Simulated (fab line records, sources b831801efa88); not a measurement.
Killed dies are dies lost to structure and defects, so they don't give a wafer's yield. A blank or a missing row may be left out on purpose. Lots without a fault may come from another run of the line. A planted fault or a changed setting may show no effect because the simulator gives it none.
Chamber matching | flow sky130 | SKY_SONOS_ONO_ETCH_15 on rie_diel-04: 4 sister chambers
The step etches the open film in CHF3/O2, target depth 19.52 nm, time 7.8 s. 4 wafers are shown with their chamber, then 9 later ones without.

WAFERS WITH THEIR CHAMBER
wafer  | chamber | drypump_motor_current_A (A)
L079.6 | 0       | 6.2
L085.1 | 1       | 5.9
L085.2 | 3       | 6.3
L085.3 | 2       | 4.9

WAFERS WITHOUT THEIR CHAMBER
wafer  | drypump_motor_current_A (A)
L086.2 | 4.9
L086.4 | 5.9
L086.6 | 4.9
L094.1 | 6.2
L094.2 | 4.9
L094.3 | 5.9
L095.1 | 5.8
L095.4 | 4.9
L095.6 | 5.8

WHICH CHAMBER EACH WENT THROUGH
wafer  | from the rows above | in truth
L086.2 | 2                   | 2
L086.4 | 1                   | 1
L086.6 | 2                   | 2
L094.1 | 0                   | 0
L094.2 | 2                   | 2
L094.3 | 1                   | 1
L095.1 | 1                   | 1
L095.4 | 2                   | 2
L095.6 | 1                   | 1
Placed correctly: 9 of 9. Can't be placed from these rows: 0. Placed wrongly: 0.
How it was worked out, from the rows above alone: a wafer's distance from a chamber is the root of the sum, over the readings, of the square of ((its reading less the chamber's mean) divided by the reading's scatter). The wafer belongs to the nearest chamber; if the next one is less than 2 further off, it can't be placed. A chamber's mean is the mean of its shown wafers. The scatter: with one shown wafer a chamber, the root of the mean of the squares of how far each hidden wafer lies from its nearest shown one.
